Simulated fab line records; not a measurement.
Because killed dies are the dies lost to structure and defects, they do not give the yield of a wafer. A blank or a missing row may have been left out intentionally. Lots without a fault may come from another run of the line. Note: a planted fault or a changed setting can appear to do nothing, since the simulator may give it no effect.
2 desks looking at one fault | flow gf180mcu | each desk holds nothing but its own numbers, with what lay behind them at the end

## AT THE METROLOGY DESK
What the gauges read, lot by lot, whatever tool the lot ran on: means of the sampled wafers that have a number. Any lot whose mean is over 4 standard deviations away from the usual mean is out of limits and marked OUT; that distance is given in the brackets.
Columns: A = V5_CVD_00_THK at GF_V5_THK_MEAS_01, usual 301 nm; B = V5_W_RS at GF_V5_RS_MEAS_24, usual 0.326 ohm/sq
lot  | first seen here | A             | B
L559 | day 25 16:53    | 301           | 0.326
L560 | day 26 11:58    | 300           | 0.322
L563 | day 27 03:41    | 301           | 0.320
L564 | day 29 09:10    | 304           | 0.330
L565 | day 29 12:03    | 302           | 0.329
L566 | day 29 12:37    | 303           | 0.331
L570 | day 29 19:11    | 299           | 0.321
L571 | day 30 06:24    | 256 (-13) OUT | 0.318
L573 | day 31 00:44    | 303           | 0.322
L575 | day 31 13:49    | 250 (-14) OUT | 0.325
L577 | day 32 11:00    | 307           | 0.326
L579 | day 32 17:35    | 302           | 0.329
L580 | day 33 03:43    | 303           | 0.330
This desk's finding: out of limits on L571, L575; first on L571, day 30 06:24 (V5_CVD_00_THK at GF_V5_THK_MEAS_01). Within limits: L559, L560, L563, L564, L565, L566, L570, L573, L577, L579, L580.

## FOR THE TOOL OWNER'S DESK: hdpcvd-01
The tool's own readings at GF_V5_CVD_00 (deposits SiO2, target thk 300 nm, time 50 s): means of the sampled wafers that have a number, for each lot that ran on this tool. Any lot whose mean is over 4 standard deviations away from the usual mean is out of limits and marked OUT; that distance is given in the brackets.
Columns: A = sih4_flow_sccm at GF_V5_CVD_00, usual 60.02 sccm
lot  | first seen here | A
L559 | day 25 16:50    | 60.22
L563 | day 27 03:38    | 60.10
L570 | day 29 19:08    | 59.96
L571 | day 30 06:22    | 50.91 (-51) OUT
L575 | day 31 13:46    | 51.06 (-50) OUT
This desk finds L571, L575 out of limits, L571 being first, at day 30 06:22 (sih4_flow_sccm at GF_V5_CVD_00). Within limits: L559, L563, L570.

## BROUGHT TOGETHER
At day 30 06:22, on L571, L575, the tool owner's desk was in a position to raise an alarm.
Metrology desk: alarm possible at day 30 06:24 on L571, L575.
Every lot named ran GF_V5_CVD_00 on hdpcvd-01.

## WHAT THE SIMULATOR HAD PUT IN
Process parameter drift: hdpcvd-01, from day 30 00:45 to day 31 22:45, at GF_V5_CVD_00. A move of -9 in setting sih4_flow_sccm, from 60. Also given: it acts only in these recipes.
Shown lots that were struck: L571, L575.
Hours from the fault's start to each desk's first reading out of limits: the tool owner's desk, 6; the metrology desk, 6.
